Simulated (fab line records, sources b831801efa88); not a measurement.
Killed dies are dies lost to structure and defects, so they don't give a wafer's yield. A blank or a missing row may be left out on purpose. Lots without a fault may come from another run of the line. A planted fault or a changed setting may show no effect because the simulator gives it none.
Which tool did it? | flow gf180mcu | 10 lots, 30 wafers sampled, at 5 steps of a route of 602

WHAT THE GAUGES READ, wafer by wafer
GF_V2_THK_MEAS_01.
lot  | measured     | on            | V2_CVD_00_THK (nm)
L819 | day 19 12:40 | film_metro-01 | 597 604 603
L821 | day 20 16:25 | film_metro-04 | 591 601 607
L823 | day 21 00:07 | film_metro-02 | 600 602 603
L825 | day 21 22:22 | film_metro-02 | 611 609 604
L828 | day 22 22:13 | film_metro-01 | 600 609 605
L836 | day 25 13:10 | film_metro-04 | 606 608 613
L837 | day 26 00:26 | film_metro-04 | 599 595 606
L839 | day 26 13:41 | film_metro-02 | 600 601 602
L840 | day 26 20:30 | film_metro-04 | 609 605 603
L841 | day 27 01:46 | film_metro-04 | 592 599 605

GF_V2_RS_MEAS_24: measures by four-point-probe.
lot  | measured     | on            | V2_W_RS (ohm/sq)
L819 | day 20 14:05 | film_metro-04 | 0.3284 0.3307 0.3283
L821 | day 21 18:05 | film_metro-01 | 0.3331 0.3297 0.3316
L823 | day 22 02:07 | film_metro-04 | 0.3347 0.3298 0.3313
L825 | day 22 22:59 | film_metro-01 | 0.3688 0.3781 0.3270
L828 | day 23 22:40 | film_metro-04 | 0.3752 0.3335 0.3297
L836 | day 26 11:49 | film_metro-01 | 0.3267 0.3292 0.3308
L837 | day 26 22:29 | film_metro-04 | 0.3347 0.3283 0.3307
L839 | day 27 11:43 | film_metro-04 | 0.3347 0.3303 0.3320
L840 | day 27 17:49 | film_metro-02 | 0.3257 0.3265 0.3272
L841 | day 27 23:32 | film_metro-02 | 0.3229 0.3262 0.3246

GF_V2_THK_MEAS_25: measures by xrf.
lot  | measured     | on            | V2_W_THK (nm)
L819 | day 20 14:10 | film_metro-04 | 356 354 354
L821 | day 21 18:12 | film_metro-01 | 347 350 347
L823 | day 22 02:13 | film_metro-04 | 351 355 350
L825 | day 22 23:07 | film_metro-01 | 314 306 352
L828 | day 23 22:46 | film_metro-04 | 309 348 350
L836 | day 26 11:56 | film_metro-01 | 355 352 351
L837 | day 26 22:37 | film_metro-04 | 348 352 349
L839 | day 27 11:50 | film_metro-04 | 349 356 353
L840 | day 27 17:55 | film_metro-02 | 355 352 351
L841 | day 27 23:37 | film_metro-02 | 357 356 356

WHICH TOOL RAN EACH LOT (tool, then ch and the chambers of the sampled wafers, then the start)
lot  | GF_V2_ETCH_17                                 | GF_V2_CVD_23
L819 | rie_diel-04 ch 0,2,3, day 20 13:57 or earlier | cvd_w-01 ch 0,1, day 20 13:57
L821 | rie_diel-03 ch 1,2,3, day 21 17:58 or earlier | cvd_w-02 ch 0,1, day 21 17:58
L823 | rie_diel-03 ch 0,3, day 22 01:58 or earlier   | cvd_w-01 ch 0,1, day 22 01:58
L825 | rie_diel-03 ch 0,1, day 22 22:53 or earlier   | cvd_w-01 ch 0,1, day 22 22:53
L828 | rie_diel-02 ch 2,3, day 23 22:31 or earlier   | cvd_w-01 ch 0,1, day 23 22:31
L836 | rie_diel-02 ch 0,3, day 26 11:41 or earlier   | cvd_w-02 ch 0,1, day 26 11:41
L837 | rie_diel-03 ch 0,3, day 26 22:23 or earlier   | cvd_w-02 ch 0,1, day 26 22:23
L839 | rie_diel-02 ch 0,1,2, day 27 11:37 or earlier | cvd_w-01 ch 0,1, day 27 11:37
L840 | rie_diel-03 ch 1,2, day 27 17:43 or earlier   | cvd_w-01 ch 0,1, day 27 17:43
L841 | rie_diel-02 ch 1,2,3, day 27 23:24 or earlier | cvd_w-01 ch 0,1, day 27 23:24
- GF_V2_ETCH_17: etches SiO2 in C4F8/O2/Ar, stops on TiN, target depth 630 nm.
- GF_V2_CVD_23: deposits W, target thk 350 nm, time 104.94 s.

WHAT THE TOOLS THEMSELVES READ (means of the sampled wafers that have a number; where no wafer has one, the mark that the record gives instead)
GF_V2_ETCH_17.
lot  | tool        | chamber_pressure_mTorr (mTorr) | oes_product_au (a.u.)
L819 | rie_diel-04 | 40.05                          | 0.853
L821 | rie_diel-03 | 40.03                          | 0.858
L823 | rie_diel-03 | 40.00                          | 0.854
L825 | rie_diel-03 | 40.01                          | 0.854
L828 | rie_diel-02 | 40.00                          | 0.859
L836 | rie_diel-02 | 39.99                          | 0.853
L837 | rie_diel-03 | 40.00                          | 0.858
L839 | rie_diel-02 | 40.00                          | 0.856
L840 | rie_diel-03 | 40.00                          | 0.859
L841 | rie_diel-02 | 40.00                          | 0.859

GF_V2_CVD_23.
lot  | tool     | chamber_pressure_Torr (Torr) | heater_power_w (W) | susceptor_temp_C (C)
L819 | cvd_w-01 | 39.98                        | 954                | 400.15
L821 | cvd_w-02 | 40.03                        | 832                | 399.51
L823 | cvd_w-01 | 40.00                        | 935                | 399.83
L825 | cvd_w-01 | 34.09                        | 947                | 399.91
L828 | cvd_w-01 | 37.14                        | 989                | 399.89
L836 | cvd_w-02 | 39.98                        | 853                | 399.81
L837 | cvd_w-02 | 40.04                        | 829                | 400.33
L839 | cvd_w-01 | 40.04                        | 974                | 399.88
L840 | cvd_w-01 | 39.99                        | 943                | 399.84
L841 | cvd_w-01 | 40.09                        | 947                | 400.21

THE ANSWER, worked out from the rows above alone
Rule: what is usual is taken from the lots themselves. Put in order of their means at a reading, lots are off if they are a third of the lots or fewer, leave a main group of 4 or more, and stand apart from it by a gap of 3 or more times the standard deviation of the main group's means; of several such gaps the widest counts. A main group whose means are all the same, to the digits that the tables above print for the reading, isn't used. A lot without any number at a reading at which 4 lots or more have one is off too. The other lots that the step has rows for count as sound. The gauges are gone through in route order, then the tools' own readings, and for those a lot's mean is taken as printed above. The first step at which some lot is off is used, and at that step the reading that is off furthest; a lot without a number counts as furthest.
Off: L825, L828, at GF_V2_RS_MEAS_24 (V2_W_RS). The main group: mean 0.3295 ohm/sq, standard deviation 0.0026.
A tool fits if, at a process step before that reading, it ran every lot that is off, and no sound lot after the first of them. The gauges at GF_V2_RS_MEAS_24 aren't tried: what is off there is off at GF_V2_CVD_23 too, on other tools, and a gauge's error can't cause that. GF_V2_ETCH_17 gives no start for some lots, so the hours and the order of its lots are those of GF_V2_CVD_23. None of those tried fits.

WHAT THE SIMULATOR HAD PUT IN
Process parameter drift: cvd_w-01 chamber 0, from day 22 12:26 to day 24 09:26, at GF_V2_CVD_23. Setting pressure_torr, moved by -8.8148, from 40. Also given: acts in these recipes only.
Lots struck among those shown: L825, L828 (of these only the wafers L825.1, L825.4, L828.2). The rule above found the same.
